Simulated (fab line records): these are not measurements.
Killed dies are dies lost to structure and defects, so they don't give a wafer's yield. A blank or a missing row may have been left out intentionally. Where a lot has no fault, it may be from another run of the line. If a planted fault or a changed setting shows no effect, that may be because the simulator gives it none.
Chamber matching | flow gf180mcu | GF_M5_ETCH_09 on rie_diel-04: 4 sister chambers
The step etches Si3N4 in CF4/O2, target depth 52 nm, time 11.6 s. 4 wafers are shown with their chamber, then 8 later ones without.

## WAFERS WITH THEIR CHAMBER
wafer  | chamber | drypump_motor_current_A (A)
L981.6 | 1       | 6.0
L982.1 | 2       | 5.7
L982.6 | 3       | 5.8
L987.1 | 0       | 6.2

## WAFERS WHOSE CHAMBER IS MISSING
wafer  | drypump_motor_current_A (A)
L987.4 | 5.9
L987.5 | 5.7
L988.3 | 5.8
L988.5 | 5.8
L988.6 | 6.2
L989.2 | 5.6
L989.5 | 5.6
L989.6 | 5.9

## WHICH CHAMBER EACH WENT THROUGH
wafer  | from the rows above          | in truth
L987.4 | can't be placed: 1 or 3 or 2 | 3
L987.5 | can't be placed: 2 or 3      | 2
L988.3 | can't be placed: 3 or 2      | 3
L988.5 | can't be placed: 3 or 2      | 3
L988.6 | 0                            | 0
L989.2 | can't be placed: 2 or 3      | 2
L989.5 | can't be placed: 2 or 3      | 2
L989.6 | can't be placed: 1 or 3 or 2 | 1
Correctly placed: 1 of 8. These rows do not allow placing 7 (true chamber among the candidates in 7). Number placed wrongly: 0.
How it was worked out, from the rows above alone: a wafer's distance from a chamber is the root of the sum, over the readings, of the square of ((its reading less the chamber's mean) divided by the reading's scatter). If the next closest chamber is less than 2 further off than the closest, the wafer can't be placed; otherwise it belongs to the closest. Each chamber's mean is taken over the wafers shown for it. The scatter: with one shown wafer a chamber, the root of the mean of the squares of how far each hidden wafer lies from its nearest shown one.
